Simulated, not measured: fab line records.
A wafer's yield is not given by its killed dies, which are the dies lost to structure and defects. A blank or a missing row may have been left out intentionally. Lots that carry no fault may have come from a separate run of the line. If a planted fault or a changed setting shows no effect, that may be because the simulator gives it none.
fab line records -- flow gf180mcu
record lots=5, wafers=15, last_day=33
route steps=602 shown M2@366 V2@382
lots with no fault: from the same line, run without faults
start_h: start of the lot's first displayed wafer, in hours after the record's first day -- wait_h: time in hours since the lot's previous step -- " same as the row above -- L1.1+2: a row that stands for several wafers -- - either no value or no given start -- * or withheld: withheld -- < > ~ a bound
route shown NAME@n: a module of which the file shows steps, and the number in the route of the first -- usual: mean/standard deviation of fault-free wafers -- same: alike in all rows -- chamber/n: place in a boat -- sites: each site's reading -- _std_site: how widely they spread, as a standard deviation -- _edge_site: mean of outer sites minus mean of inner sites -- radius_mm: how far each site lies from the wafer's centre -- mask NAME#n: copy n -- behind: the most recent tool/chamber to have shaped the wafer -- hold: why the lot was held/for how many hours/how that ended -- device: whichever transistor did not switch (one of n, p or np) -- end of line: tests of these same wafers at the route's end -- a step given without rows: its recipe and nothing more -- killed: not the wafer's yield, but the dies lost to structure and defects at the first sort -- map: a wafer's dies, marking killed ones x, the rest . and places with no die _
set.NAME: the setting the step ran with; set.NAME@STEP: the setting that earlier step ran with -- model.NAME: the simulator's own value behind a step, which no gauge read
lots seen at some steps along the route; tables by step, rows by wafer
services: a tool's chamber out of use, with start hour (start_h, from the record's first day; less than 0 if before it), hours out, and reason
## steps
# step GF_M2_SPUTTER_04
# recipe material=TiN, target_thk_nm=50, power_w=6500, time_s=41.7, chamber_pressure_pa=0.4
# usual throttle_valve_pct=29.6/1
lot.wafer,tool,chamber,start_h,wait_h,throttle_valve_pct
L076.3,pvd_sputter-04,-,428.51,0.0,29.2
L076.5,pvd_sputter-04,-,428.51,0.0,29.4
L076.6,pvd_sputter-04,-,428.51,0.0,28.0
L078.4,pvd_sputter-01,-,448.25,0.0,30.5
L078.5,pvd_sputter-01,-,448.25,0.0,28.9
L078.6,pvd_sputter-01,-,448.25,0.0,30.7
L080.1,pvd_sputter-04,-,464.82,0.0,28.1
L080.2,pvd_sputter-04,-,464.82,0.0,30.5
L080.6,pvd_sputter-04,-,464.82,0.0,29.1
L086.1,pvd_sputter-02,-,526.56,0.0,30.1
L086.2,pvd_sputter-02,-,526.56,0.0,31.3
L086.5,pvd_sputter-02,-,526.56,0.0,28.1
L090.2,pvd_sputter-01,-,557.90,0.0,30.9
L090.4,pvd_sputter-01,-,557.90,0.0,29.0
L090.6,pvd_sputter-01,-,557.90,0.0,29.1
# step GF_M2_RS_MEAS_05
# recipe thk_meas_gauge=four-point-probe, reads=TiN_of_M2_SPUTTER_04+Ti_of_M2_SPUTTER_03+AlCu_of_M2_SPUTTER_02+TiN_of_M2_SPUTTER_01+Ti_of_M2_SPUTTER_00
# usual M2_ALCU_RS=0.0694/0.0006
lot.wafer,tool,chamber,start_h,wait_h,M2_ALCU_RS[ohm/sq]
L076.3,film_metro-01,-,428.59,0.1,0.0698
L076.5,film_metro-01,-,428.59,0.1,0.0697
L076.6,film_metro-01,-,428.59,0.1,0.0696
L078.4,film_metro-01,-,448.35,0.1,0.0701
L078.5,film_metro-01,-,448.35,0.1,0.0696
L078.6,film_metro-01,-,448.35,0.1,0.0702
L080.1,film_metro-03,-,464.86,0.0,0.0706
L080.2,film_metro-03,-,464.86,0.0,0.0698
L080.6,film_metro-03,-,464.86,0.0,0.0693
L086.1,film_metro-03,-,526.60,0.0,0.0693
L086.2,film_metro-03,-,526.60,0.0,0.0693
L086.5,film_metro-03,-,526.60,0.0,0.0688
L090.2,film_metro-01,-,557.96,0.0,0.0698
L090.4,film_metro-01,-,557.96,0.0,0.0692
L090.6,film_metro-01,-,557.96,0.0,0.0701
# step GF_M2_THK_MEAS_06
# recipe thk_meas_gauge=xrf, reads=AlCu_of_M2_SPUTTER_02
# usual M2_ALCU_THK=455/4.9
lot.wafer,tool,chamber,start_h,wait_h,M2_ALCU_THK[nm]
L076.3,film_metro-01,-,428.69,0.1,454
L076.5,film_metro-01,-,428.69,0.1,458
L076.6,film_metro-01,-,428.69,0.1,457
L078.4,film_metro-01,-,448.44,0.1,453
L078.5,film_metro-01,-,448.44,0.1,455
L078.6,film_metro-01,-,448.44,0.1,456
L080.1,film_metro-03,-,464.98,0.1,444
L080.2,film_metro-03,-,464.98,0.1,450
L080.6,film_metro-03,-,464.98,0.1,452
L086.1,film_metro-03,-,526.72,0.1,453
L086.2,film_metro-03,-,526.72,0.1,454
L086.5,film_metro-03,-,526.72,0.1,457
L090.2,film_metro-01,-,558.07,0.1,459
L090.4,film_metro-01,-,558.07,0.1,461
L090.6,film_metro-01,-,558.07,0.1,457
# step GF_M2_DEHYDRATE_07
# recipe temp_c=200, time_s=60
# usual resist_line_temp_C=22.99/0.11
lot.wafer,tool,chamber,start_h,wait_h,resist_line_temp_C
L076.3,litho_track-03,0,440.60,11.9,22.98
L076.5,litho_track-03,0,440.60,11.9,22.86
L076.6,litho_track-03,0,440.60,11.9,22.85
L078.4,litho_track-02,0,460.04,11.6,23.08
L078.5,litho_track-02,0,460.04,11.6,23.22
L078.6,litho_track-02,0,460.04,11.6,23.13
L080.1,litho_track-02,0,476.36,11.4,22.95
L080.2,litho_track-02,0,476.36,11.4,22.95
L080.6,litho_track-02,0,476.36,11.4,22.90
L086.1,litho_track-04,0,536.91,10.2,22.83
L086.2,litho_track-04,0,536.91,10.2,23.04
L086.5,litho_track-04,0,536.91,10.2,22.87
L090.2,litho_track-02,0,568.43,10.3,23.00
L090.4,litho_track-02,0,568.43,10.3,22.94
L090.6,litho_track-02,0,568.43,10.3,22.88
# step GF_M2_HMDS_08
# recipe prime_time_s=60, prime_temp_c=120
# usual prime_temp_c=119.99/0.13, resist_line_temp_C=23.02/0.11
lot.wafer,tool,chamber,start_h,wait_h,prime_temp_c,resist_line_temp_C
L076.3,litho_track-03,0,440.75,0.1,119.99,22.84
L076.5,litho_track-03,0,440.75,0.1,119.97,23.12
L076.6,litho_track-03,0,440.75,0.1,119.92,22.94
L078.4,litho_track-02,0,460.19,0.1,119.86,23.04
L078.5,litho_track-02,0,460.19,0.1,119.78,23.13
L078.6,litho_track-02,0,460.19,0.1,119.88,23.08
L080.1,litho_track-02,0,476.51,0.1,120.08,22.87
L080.2,litho_track-02,0,476.51,0.1,120.05,23.06
L080.6,litho_track-02,0,476.51,0.1,120.05,23.10
L086.1,litho_track-04,0,537.06,0.1,120.07,22.99
L086.2,litho_track-04,0,537.06,0.1,119.91,23.01
L086.5,litho_track-04,0,537.06,0.1,120.06,22.99
L090.2,litho_track-02,0,568.58,0.1,120.15,23.08
L090.4,litho_track-02,0,568.58,0.1,120.14,23.20
L090.6,litho_track-02,0,568.58,0.1,120.29,22.91
# step GF_M2_COAT_09
# recipe resist=KrF, spin_rpm=withheld, resist_thk_nm=1000
# usual resist_line_temp_C=22.98/0.1
lot.wafer,tool,chamber,start_h,wait_h,resist_line_temp_C
L076.3,litho_track-03,0,440.90,0.1,22.84
L076.5,litho_track-03,0,440.90,0.1,22.86
L076.6,litho_track-03,0,440.90,0.1,23.09
L078.4,litho_track-02,0,460.34,0.1,23.04
L078.5,litho_track-02,0,460.34,0.1,22.99
L078.6,litho_track-02,0,460.34,0.1,23.06
L080.1,litho_track-02,0,476.66,0.1,23.10
L080.2,litho_track-02,0,476.66,0.1,23.11
L080.6,litho_track-02,0,476.66,0.1,23.02
L086.1,litho_track-04,0,537.21,0.1,23.04
L086.2,litho_track-04,0,537.21,0.1,23.02
L086.5,litho_track-04,0,537.21,0.1,22.93
L090.2,litho_track-02,0,568.73,0.1,22.89
L090.4,litho_track-02,0,568.73,0.1,22.97
L090.6,litho_track-02,0,568.73,0.1,22.94
# step GF_M2_SOFTBAKE_10
# recipe temp_c=130, time_s=60, resist=KrF
# usual resist_line_temp_C=23.00/0.11
lot.wafer,tool,chamber,start_h,wait_h,resist_line_temp_C
L076.3,litho_track-03,0,441.05,0.1,22.87
L076.5,litho_track-03,0,441.05,0.1,22.96
L076.6,litho_track-03,0,441.05,0.1,23.06
L078.4,litho_track-02,0,460.49,0.1,23.07
L078.5,litho_track-02,0,460.49,0.1,23.12
L078.6,litho_track-02,0,460.49,0.1,23.10
L080.1,litho_track-02,0,476.81,0.1,23.08
L080.2,litho_track-02,0,476.81,0.1,22.96
L080.6,litho_track-02,0,476.81,0.1,23.02
L086.1,litho_track-04,0,537.36,0.1,23.08
L086.2,litho_track-04,0,537.36,0.1,22.97
L086.5,litho_track-04,0,537.36,0.1,23.20
L090.2,litho_track-02,0,568.88,0.1,23.11
L090.4,litho_track-02,0,568.88,0.1,23.05
L090.6,litho_track-02,0,568.88,0.1,22.87
# step GF_M2_EXPOSE_11
# recipe mask_id=Metal2, target_cd_nm=280, na=0.68, source_shape=conventional, sigma_outer=0.6, dose_mj=28
# usual reticle_temp_C=23.01/0.13
lot.wafer,tool,chamber,start_h,wait_h,mask,reticle_temp_C
L076.3,krf_scanner-02,0,-,-,Metal2#0,23.09
L076.5,krf_scanner-02,0,-,-,Metal2#0,23.19
L076.6,krf_scanner-02,0,-,-,Metal2#0,23.13
L078.4,krf_scanner-01,0,-,-,Metal2#0,22.95
L078.5,krf_scanner-01,0,-,-,Metal2#0,23.06
L078.6,krf_scanner-01,0,-,-,Metal2#0,23.02
L080.1,krf_scanner-02,0,-,-,Metal2#0,23.11
L080.2,krf_scanner-02,0,-,-,Metal2#0,23.01
L080.6,krf_scanner-02,0,-,-,Metal2#0,23.16
L086.1,krf_scanner-02,0,-,-,Metal2#0,22.88
L086.2,krf_scanner-02,0,-,-,Metal2#0,22.92
L086.5,krf_scanner-02,0,-,-,Metal2#0,22.98
L090.2,krf_scanner-01,0,-,-,Metal2#0,22.83
L090.4,krf_scanner-01,0,-,-,Metal2#0,23.02
L090.6,krf_scanner-01,0,-,-,Metal2#0,22.94
# step GF_M2_PEB_12
# recipe peb_temp_c=135, peb_time_s=90, resist=KrF
# usual resist_line_temp_C=23.00/0.11
lot.wafer,tool,chamber,start_h,wait_h,resist_line_temp_C
L076.3,litho_track-02,0,-,-,23.13
L076.5,litho_track-02,0,-,-,22.94
L076.6,litho_track-02,0,-,-,22.96
L078.4,litho_track-03,0,-,-,23.20
L078.5,litho_track-03,0,-,-,23.03
L078.6,litho_track-03,0,-,-,22.94
L080.1,litho_track-03,0,-,-,23.15
L080.2,litho_track-03,0,-,-,23.06
L080.6,litho_track-03,0,-,-,23.13
L086.1,litho_track-04,0,-,-,23.06
L086.2,litho_track-04,0,-,-,22.99
L086.5,litho_track-04,0,-,-,22.87
L090.2,litho_track-03,0,-,-,22.96
L090.4,litho_track-03,0,-,-,22.91
L090.6,litho_track-03,0,-,-,23.02
# step GF_M2_DEVELOP_13
# recipe develop_time_s=60, dev_temp_c=21
# usual resist_line_temp_C=23.00/0.11
lot.wafer,tool,chamber,start_h,wait_h,resist_line_temp_C
L076.3,litho_track-02,0,453.36,0.1,23.02
L076.5,litho_track-02,0,453.36,0.1,22.77
L076.6,litho_track-02,0,453.36,0.1,22.95
L078.4,litho_track-03,0,472.32,0.1,22.85
L078.5,litho_track-03,0,472.32,0.1,22.95
L078.6,litho_track-03,0,472.32,0.1,22.97
L080.1,litho_track-03,0,488.90,0.2,22.79
L080.2,litho_track-03,0,488.90,0.2,22.79
L080.6,litho_track-03,0,488.90,0.2,22.94
L086.1,litho_track-04,0,548.61,0.2,22.94
L086.2,litho_track-04,0,548.61,0.2,22.86
L086.5,litho_track-04,0,548.61,0.2,23.00
L090.2,litho_track-03,0,578.87,0.2,23.12
L090.4,litho_track-03,0,578.87,0.2,23.04
L090.6,litho_track-03,0,578.87,0.2,23.27
# step GF_M2_CD_MEAS_14
# recipe target_cd_nm=280
# usual cd_nm=279.7/1.4
lot.wafer,tool,chamber,start_h,wait_h,cd_nm
L076.3,cd_sem-01,-,453.50,0.1,276.6
L076.5,cd_sem-01,-,453.50,0.1,279.4
L076.6,cd_sem-01,-,453.50,0.1,279.1
L078.4,cd_sem-01,-,472.46,0.1,280.7
L078.5,cd_sem-01,-,472.46,0.1,279.1
L078.6,cd_sem-01,-,472.46,0.1,279.5
L080.1,cd_sem-01,-,489.05,0.1,279.7
L080.2,cd_sem-01,-,489.05,0.1,279.1
L080.6,cd_sem-01,-,489.05,0.1,279.3
L086.1,cd_sem-02,-,548.76,0.1,280.3
L086.2,cd_sem-02,-,548.76,0.1,279.3
L086.5,cd_sem-02,-,548.76,0.1,280.2
L090.2,cd_sem-02,-,579.02,0.1,279.5
L090.4,cd_sem-02,-,579.02,0.1,279.1
L090.6,cd_sem-02,-,579.02,0.1,278.2
# step GF_M2_OVL_MEAS_15
# usual M2_OVL=0/5.7
lot.wafer,tool,chamber,start_h,wait_h,M2_OVL[nm]
L076.3,overlay-02,-,453.59,0.1,-3
L076.5,overlay-02,-,453.59,0.1,1
L076.6,overlay-02,-,453.59,0.1,1
L078.4,overlay-02,-,472.54,0.1,12
L078.5,overlay-02,-,472.54,0.1,7
L078.6,overlay-02,-,472.54,0.1,6
L080.1,overlay-02,-,489.17,0.1,-2
L080.2,overlay-02,-,489.17,0.1,3
L080.6,overlay-02,-,489.17,0.1,4
L086.1,overlay-02,-,548.88,0.1,1
L086.2,overlay-02,-,548.88,0.1,6
L086.5,overlay-02,-,548.88,0.1,6
L090.2,overlay-02,-,579.12,0.1,2
L090.4,overlay-02,-,579.12,0.1,8
L090.6,overlay-02,-,579.12,0.1,2
# step GF_M2_METAL_ETCH_16
# recipe chemistry=Cl2/BCl3, mask_material=KrF, target_depth_nm=627.5, stop_on=SiO2, pressure_mtorr=8, icp_w=800, bias_w=140, Cl2_flow_sccm=80, bcl3_flow_sccm=40, time_s=104.6
# usual drypump_motor_current_A=5.7/0.53, mfc_cl2_sccm=79.98/0.25, oes_product_au=0.974/0.0056, throttle_valve_pct=28.248/0.01
lot.wafer,tool,chamber,start_h,wait_h,drypump_motor_current_A,mfc_cl2_sccm,oes_product_au,rf_hours_counter_h,throttle_valve_pct
L076.3,rie_metal-01,0,453.65,0.1,5.2,79.98,0.976,-,28.248
L076.5,rie_metal-01,1,453.65,0.1,5.6,79.72,0.968,-,28.247
L076.6,rie_metal-01,0,453.65,0.1,5.2,80.03,0.968,-,28.272
L078.4,rie_metal-04,0,472.67,0.1,6.4,79.92,0.967,-,28.262
L078.5,rie_metal-04,0,472.67,0.1,6.3,80.18,0.970,-,28.242
L078.6,rie_metal-04,0,472.67,0.1,6.4,80.30,0.972,-,28.260
L080.1,rie_metal-02,1,489.20,0.0,5.3,80.49,0.960,6,28.244
L080.2,rie_metal-02,1,489.20,0.0,5.3,80.51,0.975,-,28.257
L080.6,rie_metal-02,1,489.20,0.0,5.3,80.37,0.975,-,28.233
L086.1,rie_metal-02,1,548.92,0.0,5.3,79.76,0.974,7,28.247
L086.2,rie_metal-02,0,548.92,0.0,6.2,79.83,0.971,1,28.244
L086.5,rie_metal-02,0,548.92,0.0,6.2,80.06,0.973,-,28.275
L090.2,rie_metal-04,1,579.15,0.0,5.1,80.04,0.969,3,28.249
L090.4,rie_metal-04,1,579.15,0.0,5.1,79.83,0.975,-,28.234
L090.6,rie_metal-04,1,579.15,0.0,5.1,80.09,0.968,-,28.277
# step GF_M2_STRIP_17
# recipe chemistry=O2/N2, power_w=1400, pressure_mtorr=1500, platen_temp_c=250, o2_flow_sccm=3000, n2_flow_sccm=300, overash_fraction=0.5
# usual drypump_motor_current_A=5.9/0.63, heater_power_w=315/32, oes_product_au=0.557/0.0046, strip_time_to_endpoint_s=7.86/0.044
lot.wafer,tool,chamber,start_h,wait_h,drypump_motor_current_A,heater_power_w,oes_product_au,rf_hours_counter_h,strip_time_to_endpoint_s
L076.3,plasma_asher-03,1,453.76,0.1,5.2,320,0.543,-,7.75
L076.5,plasma_asher-03,0,453.76,0.1,6.7,349,0.550,-,7.82
L076.6,plasma_asher-03,1,453.76,0.1,5.2,325,0.552,-,7.79
L078.4,plasma_asher-03,1,472.81,0.1,5.2,318,0.553,-,7.84
L078.5,plasma_asher-03,0,472.81,0.1,6.7,357,0.558,-,7.86
L078.6,plasma_asher-03,1,472.81,0.1,5.2,321,0.555,-,7.83
L080.1,plasma_asher-01,0,489.43,0.2,5.4,278,0.549,73,7.86
L080.2,plasma_asher-01,1,489.43,0.2,6.4,274,0.558,73,7.87
L080.6,plasma_asher-01,0,489.43,0.2,5.4,279,0.554,-,7.85
L086.1,plasma_asher-03,1,549.03,0.1,5.2,317,0.558,13,7.87
L086.2,plasma_asher-03,0,549.03,0.1,6.7,347,0.555,13,7.87
L086.5,plasma_asher-03,0,549.03,0.1,6.6,357,0.559,-,7.85
L090.2,plasma_asher-01,0,579.27,0.1,5.4,278,0.558,84,7.92
L090.4,plasma_asher-01,0,579.27,0.1,5.4,278,0.563,-,7.91
L090.6,plasma_asher-01,0,579.27,0.1,5.4,279,0.557,-,7.90
# step GF_M2_STRIP_18
# recipe chemistry=post_etch_residue_remover, time_s=1200, temp_c=72.5
lot.wafer,tool,chamber,start_h,wait_h
L076.3+5+6,wet_bench-04,3,453.83,0.0
L078.4+5+6,wet_bench-01,1,472.88,0.0
L080.1+2+6,wet_bench-04,2,489.53,0.1
L086.1+2+5,wet_bench-01,0,549.13,0.1
L090.2+4+6,wet_bench-04,1,579.37,0.1
# step GF_M2_CLEAN_19
# recipe chemistry=DIW, dry=n2_spin
lot.wafer,tool,chamber,start_h,wait_h
L076.3+5+6,wet_bench-01,2,454.17,0.0
L078.4+5+6,wet_bench-04,2,473.22,0.0
L080.1+2+6,wet_bench-03,3,489.87,0.0
L086.1+2+5,wet_bench-04,0,549.47,0.0
L090.2+4+6,wet_bench-01,2,579.71,0.0
# step GF_V2_CVD_00
# recipe material=SiO2, target_thk_nm=600, sigma_open_frac=0.3, temp_c=400, time_s=100, sih4_flow_sccm=60, pressure_mtorr=6
lot.wafer,tool,chamber,start_h,wait_h
L076.3+5+6,hdpcvd-01,"2,1,0",454.27,0.0
L078.4+5+6,hdpcvd-02,"1,2,0",473.36,0.0
L080.1+2+6,hdpcvd-01,"0,1,1",489.97,0.0
L086.1+2+5,hdpcvd-02,"1,2,1",549.56,0.0
L090.2+4+6,hdpcvd-01,"1,1,0",579.89,0.0
# step GF_V2_THK_MEAS_01
# recipe reads=SiO2_of_V2_CVD_00
# usual V2_CVD_00_THK=602/4.6
lot.wafer,tool,chamber,start_h,wait_h,V2_CVD_00_THK[nm]
L076.3,film_metro-01,-,454.36,0.1,600
L076.5,film_metro-01,-,454.36,0.1,607
L076.6,film_metro-01,-,454.36,0.1,603
L078.4,film_metro-02,-,473.42,0.0,613
L078.5,film_metro-02,-,473.42,0.0,604
L078.6,film_metro-02,-,473.42,0.0,607
L080.1,film_metro-02,-,490.08,0.1,609
L080.2,film_metro-02,-,490.08,0.1,603
L080.6,film_metro-02,-,490.08,0.1,600
L086.1,film_metro-04,-,549.64,0.0,598
L086.2,film_metro-04,-,549.64,0.0,606
L086.5,film_metro-04,-,549.64,0.0,602
L090.2,film_metro-02,-,579.97,0.0,602
L090.4,film_metro-02,-,579.97,0.0,601
L090.6,film_metro-02,-,579.97,0.0,604
# step GF_V2_CVD_02
# recipe material=SiO2, target_thk_nm=850, precursor=TEOS, temp_c=400, time_s=94.851, rf_w=600
# usual heater_power_w=652/100
lot.wafer,tool,chamber,start_h,wait_h,heater_power_w
L076.3,pecvd-01,0,454.40,0.0,869
L076.5,pecvd-01,1,454.40,0.0,610
L076.6,pecvd-01,2,454.40,0.0,564
L078.4,pecvd-04,0,473.49,0.1,716
L078.5,pecvd-04,2,473.49,0.1,779
L078.6,pecvd-04,1,473.49,0.1,681
L080.1,pecvd-01,0,490.14,0.1,857
L080.2,pecvd-01,1,490.14,0.1,602
L080.6,pecvd-01,2,490.14,0.1,591
L086.1,pecvd-03,1,549.70,0.1,487
L086.2,pecvd-03,0,549.70,0.1,542
L086.5,pecvd-03,1,549.70,0.1,546
L090.2,pecvd-04,0,580.02,0.0,616
L090.4,pecvd-04,2,580.02,0.0,770
L090.6,pecvd-04,1,580.02,0.0,661
# step GF_V2_THK_MEAS_03
# recipe reads=SiO2_of_V2_CVD_02
# usual V2_CVD_02_THK=853/11
lot.wafer,tool,chamber,start_h,wait_h,V2_CVD_02_THK[nm]
L076.3,film_metro-04,-,454.49,0.1,843
L076.5,film_metro-04,-,454.49,0.1,846
L076.6,film_metro-04,-,454.49,0.1,852
L078.4,film_metro-01,-,473.55,0.0,859
L078.5,film_metro-01,-,473.55,0.0,856
L078.6,film_metro-01,-,473.55,0.0,862
L080.1,film_metro-02,-,490.21,0.0,848
L080.2,film_metro-02,-,490.21,0.0,848
L080.6,film_metro-02,-,490.21,0.0,858
L086.1,film_metro-01,-,549.77,0.0,843
L086.2,film_metro-01,-,549.77,0.0,868
L086.5,film_metro-01,-,549.77,0.0,859
L090.2,film_metro-01,-,580.10,0.0,837
L090.4,film_metro-01,-,580.10,0.0,864
L090.6,film_metro-01,-,580.10,0.0,870
# step GF_V2_CMP_04
# recipe material=SiO2, down_force_psi=4, platen_rpm=60, pad_velocity_m_s=0.94248
# usual motor_current_A=12.3/1.2, slurry_filter_dp_kPa=13.51/0.14, time_to_endpoint_s=81/4.5
lot.wafer,tool,chamber,start_h,wait_h,motor_current_A,slurry_filter_dp_kPa,time_to_endpoint_s
L076.3,cmp-02,2,454.58,0.1,12.6,13.51,79
L076.5,cmp-02,1,454.58,0.1,11.9,13.48,78
L076.6,cmp-02,2,454.58,0.1,13.4,13.68,83
L078.4,cmp-01,2,473.58,0.0,11.8,13.45,75
L078.6,cmp-01,2,473.58,0.0,11.7,13.55,79
L078.5,cmp-01,3,473.58,0.0,13.6,13.58,79
L080.1,cmp-02,0,490.27,0.1,9.7,13.41,81
L080.2,cmp-02,2,490.27,0.1,13.1,13.55,80
L080.6,cmp-02,0,490.27,0.1,10.5,13.58,80
L086.1,cmp-01,3,549.88,0.1,13.2,13.56,83
L086.2,cmp-01,0,549.88,0.1,13.7,13.49,90
L086.5,cmp-01,2,549.88,0.1,11.5,13.54,84
L090.4,cmp-01,2,580.20,0.1,11.6,13.54,89
L090.2,cmp-01,0,580.20,0.1,13.0,13.38,79
L090.6,cmp-01,1,580.20,0.1,11.3,13.51,91
# step GF_V2_BOW_MEAS_05
# recipe mode=bow
# usual V2_BOW=99/7.5
lot.wafer,tool,chamber,start_h,wait_h,V2_BOW[um]
L076.3,film_metro-04,-,454.87,0.2,91
L076.5,film_metro-04,-,454.87,0.2,80
L076.6,film_metro-04,-,454.87,0.2,92
L078.4,film_metro-02,-,473.94,0.3,82
L078.5,film_metro-02,-,473.94,0.3,91
L078.6,film_metro-02,-,473.94,0.3,90
L080.1,film_metro-02,-,490.57,0.2,106
L080.2,film_metro-02,-,490.57,0.2,92
L080.6,film_metro-02,-,490.57,0.2,88
L086.1,film_metro-01,-,550.13,0.2,95
L086.2,film_metro-01,-,550.13,0.2,119
L086.5,film_metro-01,-,550.13,0.2,102
L090.2,film_metro-02,-,580.47,0.1,88
L090.4,film_metro-02,-,580.47,0.1,99
L090.6,film_metro-02,-,580.47,0.1,94
## services
tool,chamber,start_h,hours,kind
cmp-01,-,405.82,4.0,pm
plasma_asher-03,-,412.43,2.8,pm
cmp-01,-,420.08,0.8,repair
krf_scanner-01,-,420.38,0.8,pm
plasma_asher-03,-,421.25,9.0,pm
cmp-02,-,421.30,0.6,repair
pvd_sputter-01,-,426.52,0.6,repair
cmp-02,-,434.96,1.2,repair
krf_scanner-02,-,454.30,1.3,pm
cmp-01,-,457.59,1.7,repair
rie_metal-02,-,460.40,0.1,repair
cmp-02,-,462.66,4.9,repair
pecvd-01,-,462.82,6.9,repair
pvd_sputter-01,-,468.92,1.3,repair
cmp-01,-,478.74,3.7,pm
krf_scanner-01,-,480.32,1.3,pm
hdpcvd-01,2,483.85,10.7,repair
pecvd-04,-,487.89,0.6,repair
wet_bench-01,-,491.24,1.1,repair
wet_bench-04,-,500.41,1.4,repair
hdpcvd-01,-,539.25,15.0,pm
krf_scanner-02,-,542.13,1.0,pm
krf_scanner-02,-,552.29,4.4,pm
krf_scanner-02,-,556.67,0.8,pm
## key
fault none
